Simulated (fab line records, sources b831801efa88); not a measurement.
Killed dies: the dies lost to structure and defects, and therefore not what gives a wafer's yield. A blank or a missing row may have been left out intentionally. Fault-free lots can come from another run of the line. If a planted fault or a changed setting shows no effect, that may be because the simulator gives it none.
What tool caused it? ; flow gf180mcu ; 13 lots, 39 wafers sampled, at 4 steps of a route of 602

WHAT EACH GAUGE READ, for each wafer
GF_PASSIVATION_BOW_MEAS_14.
lot;measured;on;PASSIVATION_BOW (um)
L402;day 29 06:37;filmMetro-03;141 149 146
L403;day 29 13:44;filmMetro-03;135 141 137
L406;day 30 05:24;filmMetro-03;128 119 129
L407;day 30 16:48;filmMetro-03;146 148 150
L409;day 31 12:24;filmMetro-03;128 130 135
L411;day 31 17:12;filmMetro-03;156 160 159
L412;day 32 01:07;filmMetro-03;132 131 132
L413;day 32 04:14;filmMetro-03;129 132 126
L415;day 32 19:42;filmMetro-02;134 128 115
L417;day 33 07:01;filmMetro-02;123 140 143
L421;day 34 06:56;filmMetro-03;124 120 138
L423;day 34 12:33;filmMetro-04;123 139 125
L425;day 34 23:28;filmMetro-03;141 144 153

EACH LOT AND THE TOOL THAT RAN IT (in order: tool; ch and the chambers of the sampled wafers; start)
lot;GF_M1_SOFTBAKE_10;GF_TOP_METAL_SPUTTER_00;GF_TOP_METAL_SPUTTER_01
L402;lithoTrack-02 ch 0, day 16 18:50;pvdSputter-04, day 27 12:04;pvdSputter-04, day 27 12:10
L403;lithoTrack-03 ch 0, day 17 03:46;pvdSputter-01, day 27 19:21;pvdSputter-01, day 27 19:28
L406;lithoTrack-04 ch 0, day 17 23:43;pvdSputter-03, day 28 11:29;pvdSputter-03, day 28 11:35
L407;lithoTrack-04 ch 0, day 18 14:41;pvdSputter-04, day 28 23:53;pvdSputter-04, day 28 23:59
L409;lithoTrack-03 ch 0, day 19 18:32;pvdSputter-03, day 29 21:35;pvdSputter-03, day 29 21:41
L411;lithoTrack-03 ch 0, day 20 02:25;pvdSputter-04, day 30 03:00;pvdSputter-04, day 30 03:06
L412;lithoTrack-03 ch 0, day 20 11:56;pvdSputter-03, day 30 11:17;pvdSputter-03, day 30 11:23
L413;lithoTrack-04 ch 0, day 20 16:49;pvdSputter-04, day 30 13:38;pvdSputter-04, day 30 13:44
L415;lithoTrack-02 ch 0, day 21 14:38;pvdSputter-03, day 31 07:08;pvdSputter-03, day 31 07:14
L417;lithoTrack-04 ch 0, day 22 05:52;pvdSputter-01, day 31 19:08;pvdSputter-01, day 31 19:14
L421;lithoTrack-02 ch 0, day 23 14:50;pvdSputter-03, day 32 20:43;pvdSputter-03, day 32 20:49
L423;lithoTrack-03 ch 0, day 24 00:29;pvdSputter-01, day 33 03:13;pvdSputter-01, day 33 03:19
L425;lithoTrack-03 ch 0, day 24 17:23;pvdSputter-01, day 33 14:59;pvdSputter-01, day 33 15:05
- GF_M1_SOFTBAKE_10: time 60 s.
- GF_TOP_METAL_SPUTTER_00: material Ti, target thk 37.5 nm, time 150 s.
- GF_TOP_METAL_SPUTTER_01: material TiN, target thk 30 nm, time 25 s.

AS READ BY THE TOOLS THEMSELVES (means over the sampled wafers that have a number; for cases with no such wafer, the mark the record gives instead)
GF_M1_SOFTBAKE_10.
lot;tool;chillPlateTempC (C);exhaustPa (Pa);runLengthS (s)
L402;lithoTrack-02;23.13;45.9;88.89
L403;lithoTrack-03;22.97;44.3;89.23
L406;lithoTrack-04;23.01;45.1;89.14
L407;lithoTrack-04;23.13;44.6;89.01
L409;lithoTrack-03;22.91;45.0;89.19
L411;lithoTrack-03;22.88;45.7;89.25
L412;lithoTrack-03;23.05;44.2;89.26
L413;lithoTrack-04;22.96;46.1;89.05
L415;lithoTrack-02;22.90;45.1;88.85
L417;lithoTrack-04;22.84;45.4;91.14
L421;lithoTrack-02;23.04;44.4;88.90
L423;lithoTrack-03;22.92;44.1;89.20
L425;lithoTrack-03;22.91;43.6;89.35

GF_TOP_METAL_SPUTTER_00.
lot;tool;substrateTempC (C);throttleValvePct (%)
L402;pvdSputter-04;199.91;29.5
L403;pvdSputter-01;200.01;30.2
L406;pvdSputter-03;200.00;29.9
L407;pvdSputter-04;199.83;29.4
L409;pvdSputter-03;200.04;29.6
L411;pvdSputter-04;199.89;30.1
L412;pvdSputter-03;199.95;29.1
L413;pvdSputter-04;200.16;29.3
L415;pvdSputter-03;200.03;29.8
L417;pvdSputter-01;199.99;29.9
L421;pvdSputter-03;200.01;28.9
L423;pvdSputter-01;200.02;29.8
L425;pvdSputter-01;200.09;29.9

GF_TOP_METAL_SPUTTER_01.
lot;tool;throttleValvePct (%)
L402;pvdSputter-04;29.4
L403;pvdSputter-01;30.0
L406;pvdSputter-03;29.9
L407;pvdSputter-04;29.5
L409;pvdSputter-03;29.7
L411;pvdSputter-04;30.1
L412;pvdSputter-03;29.0
L413;pvdSputter-04;29.3
L415;pvdSputter-03;29.9
L417;pvdSputter-01;29.9
L421;pvdSputter-03;28.7
L423;pvdSputter-01;29.9
L425;pvdSputter-01;30.1

THE ANSWER, worked out from the rows above alone
Rule: what is usual is taken from the lots themselves. Put in order of their means at a reading, lots are off if they are a third of the lots or fewer, leave a main group of 4 or more, and stand apart from it by a gap of 3 or more times the standard deviation of the main group's means; of several such gaps the widest counts. A main group is skipped when, at the precision printed for the reading in the tables above, its means are all equal. A lot without any number at a reading at which 4 lots or more have one is off too. Any other lot the step has rows for is counted as sound. First the gauges in route order, then the tools' own readings, where a lot's mean is used as printed above. The first step at which some lot is off is used, and at that step the reading that is off furthest; a lot without a number counts as furthest.
Off: L417 (GF_M1_SOFTBAKE_10, runLengthS). Mean 89.11 s and standard deviation 0.16 in the main group.
A tool fits if, at that step or a process step before it, it ran every lot that is off, and no sound lot after the first of them. One candidate fits, namely lithoTrack-04 at GF_M1_SOFTBAKE_10. A fault onset in the window from L413 (day 20 16:49, its last sound lot) to L417 (day 22 05:52, its first lot off) fits.
On the lots that are off, the tool's own readings at GF_M1_SOFTBAKE_10 differ by more than 5 times the standard deviation of the sound lots' means, which bears it out; runLengthS reads 91.14 s there versus 89.11 s on the sound lots.

WHAT WAS PUT IN BY THE SIMULATOR
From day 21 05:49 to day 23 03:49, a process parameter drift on lithoTrack-04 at GF_M1_SOFTBAKE_10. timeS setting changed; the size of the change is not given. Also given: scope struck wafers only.
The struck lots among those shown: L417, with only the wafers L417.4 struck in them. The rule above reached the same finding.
